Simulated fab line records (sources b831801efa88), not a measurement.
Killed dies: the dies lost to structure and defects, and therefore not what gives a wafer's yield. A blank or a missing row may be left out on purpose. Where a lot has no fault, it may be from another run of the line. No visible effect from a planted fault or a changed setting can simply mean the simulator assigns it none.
2 desks, one fault -- flow gf180mcu -- numbers are kept per desk, each desk with only its own; the story behind them comes last

## AT THE METROLOGY DESK
Means of the sampled wafers that have a number, per lot and without regard to the tool the lot ran on: this is what the gauges read. Any lot whose mean is over 4 standard deviations away from the usual mean is out of limits and marked OUT; that distance is given in the brackets.
Columns: A = M2_ALCU_RS at GF_M2_RS_MEAS_05, usual 0.0696 ohm/sq
lot,first seen here,A
L382,day 18 20:30,0.0700
L383,day 18 21:28,0.0695
L384,day 19 09:40,0.0691
L385,day 19 17:03,0.0699
L386,day 19 23:02,0.0684
L387,day 20 01:07,0.0700
L388,day 20 14:22,0.0697
L389,day 20 21:56,0.0701
L391,day 22 06:09,0.0693
L393,day 22 13:44,0.0692
L394,day 22 23:06,0.0692
L401,day 25 08:14,0.0695
L404,day 26 00:25,0.0698
L405,day 26 06:25,0.0692
Result from this desk: across the 14 lots, nothing is out of limits.

## TOOL OWNER'S DESK, rtp_anneal-01
At GF_SALICIDE_RTA_06 (time 30 s), the tool's own readings, given per lot that ran on this tool as the mean of the sampled wafers with a number. Any lot whose mean is over 4 standard deviations away from the usual mean is out of limits and marked OUT; that distance is given in the brackets.
Columns: A = chamber_o2_ppm at GF_SALICIDE_RTA_06, usual 2.002; B = lamp_power_pct at GF_SALICIDE_RTA_06, usual 5.3 %; C = wafer_temp_C_max at GF_SALICIDE_RTA_06, usual 532.8
lot,first seen here,A,B,C
L383,day 15 18:02,1.987,4.6,532.8
L384,day 16 05:32,1.976,4.6,532.4
L385,day 16 12:40,2.008,4.6,532.4
L391,day 18 23:32,2.001,4.6,533.0
L393,day 19 07:23,1502.000 (+99 or more) OUT,4.6,532.4
L394,day 19 17:13,1502.000 (+99 or more) OUT,4.6,532.7
L405,day 23 07:37,2.010,4.6,532.0
Finding of this desk: L393, L394 out of limits; the first was L393 at day 19 07:23, on chamber_o2_ppm at GF_SALICIDE_RTA_06. L383, L384, L385, L391, L405: within limits.

## TAKEN TOGETHER
The tool owner's desk could have raised an alarm at day 19 07:23, on L393, L394.
At the metrology desk, nothing out of limits was observed.
The metrology desk has L393, L394 on record, within its limits.
On rtp_anneal-01, each named lot ran GF_SALICIDE_RTA_06.

## WHAT HAD BEEN PUT IN BY THE SIMULATOR
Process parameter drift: rtp_anneal-01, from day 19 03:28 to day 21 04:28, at GF_SALICIDE_RTA_06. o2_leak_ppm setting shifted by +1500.
Struck lots among those shown: L393, L394.
How many hours passed from the start of the fault until each desk's first out-of-limits reading: the tool owner's desk, 4.
